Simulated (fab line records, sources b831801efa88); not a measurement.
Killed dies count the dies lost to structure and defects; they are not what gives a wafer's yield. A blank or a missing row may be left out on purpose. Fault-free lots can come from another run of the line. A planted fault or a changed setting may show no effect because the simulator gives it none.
Which of the tools did it? || flow gf180mcu || 6 lots, 18 wafers sampled, at 3 steps of a route of 602

WHAT THE GAUGES SHOWED, per wafer
GF_V5_RS_MEAS_24: uses a four-point probe to measure.
{"lot": "L180", "measured": "day 28 16:14", "on": "film metro-02", "V5_W_RS (ohm/sq)": "0.326 0.323 0.327"}
{"lot": "L183", "measured": "day 29 12:12", "on": "film metro-03", "V5_W_RS (ohm/sq)": "0.331 0.333 0.319"}
{"lot": "L186", "measured": "day 30 10:19", "on": "film metro-03", "V5_W_RS (ohm/sq)": "0.316 0.323 0.320"}
{"lot": "L192", "measured": "day 31 23:37", "on": "film metro-03", "V5_W_RS (ohm/sq)": "0.315 0.330 0.313"}
{"lot": "L196", "measured": "day 32 22:50", "on": "film metro-02", "V5_W_RS (ohm/sq)": "0.312 0.310 0.325"}
{"lot": "L198", "measured": "day 33 12:01", "on": "film metro-02", "V5_W_RS (ohm/sq)": "0.327 0.330 0.316"}

WHICH TOOL RAN EACH LOT (tool, then ch and the chambers of the sampled wafers, then the start)
{"lot": "L180", "GF_V5_CVD_02": "pecvd-02 ch 0,1, day 27 19:10", "GF_V5_ETCH_17": "rie diel-03 ch 0,2,3, day 28 16:14 or earlier"}
{"lot": "L183", "GF_V5_CVD_02": "pecvd-02 ch 1,2, day 28 15:20", "GF_V5_ETCH_17": "rie diel-04 ch 0,1, day 29 12:12 or earlier"}
{"lot": "L186", "GF_V5_CVD_02": "pecvd-01 ch 0,1, day 29 13:50", "GF_V5_ETCH_17": "rie diel-04 ch 1,2,3, day 30 10:19 or earlier"}
{"lot": "L192", "GF_V5_CVD_02": "pecvd-01 ch 0,1,2, day 31 05:11", "GF_V5_ETCH_17": "rie diel-01 ch 0,1,2, day 31 23:37 or earlier"}
{"lot": "L196", "GF_V5_CVD_02": "pecvd-01 ch 0,1,2, day 32 04:52", "GF_V5_ETCH_17": "rie diel-04 ch 1,3, day 32 22:50 or earlier"}
{"lot": "L198", "GF_V5_CVD_02": "pecvd-04 ch 0,1,2, day 32 19:28", "GF_V5_ETCH_17": "rie diel-03 ch 0,1,3, day 33 12:01 or earlier"}
- GF_V5_CVD_02: deposits SiO2 from TEOS, target thk 1450 nm, time 163.28 s.
- GF_V5_ETCH_17: etches SiO2 in C4F8/O2/Ar, stops on TiN, target depth 855 nm.

THE ANSWER, worked out from the rows above alone
Rule: usual is defined by the lots themselves. The widest of any qualifying gaps counts: lots, ordered by their means at a reading, are off when they make up no more than a third of the lots, leave a main group of 4 or more, and stand apart from it by 3 or more times the standard deviation of that group's means. A main group whose means are all the same, to the digits that the tables above print for the reading, isn't used. Also off: a lot with no number at a reading for which 4 or more lots have one. Any other lot the step has rows for is counted as sound.
No lot is off at any reading shown: from this, nothing can be told.

WHAT THE SIMULATOR HAD PUT IN
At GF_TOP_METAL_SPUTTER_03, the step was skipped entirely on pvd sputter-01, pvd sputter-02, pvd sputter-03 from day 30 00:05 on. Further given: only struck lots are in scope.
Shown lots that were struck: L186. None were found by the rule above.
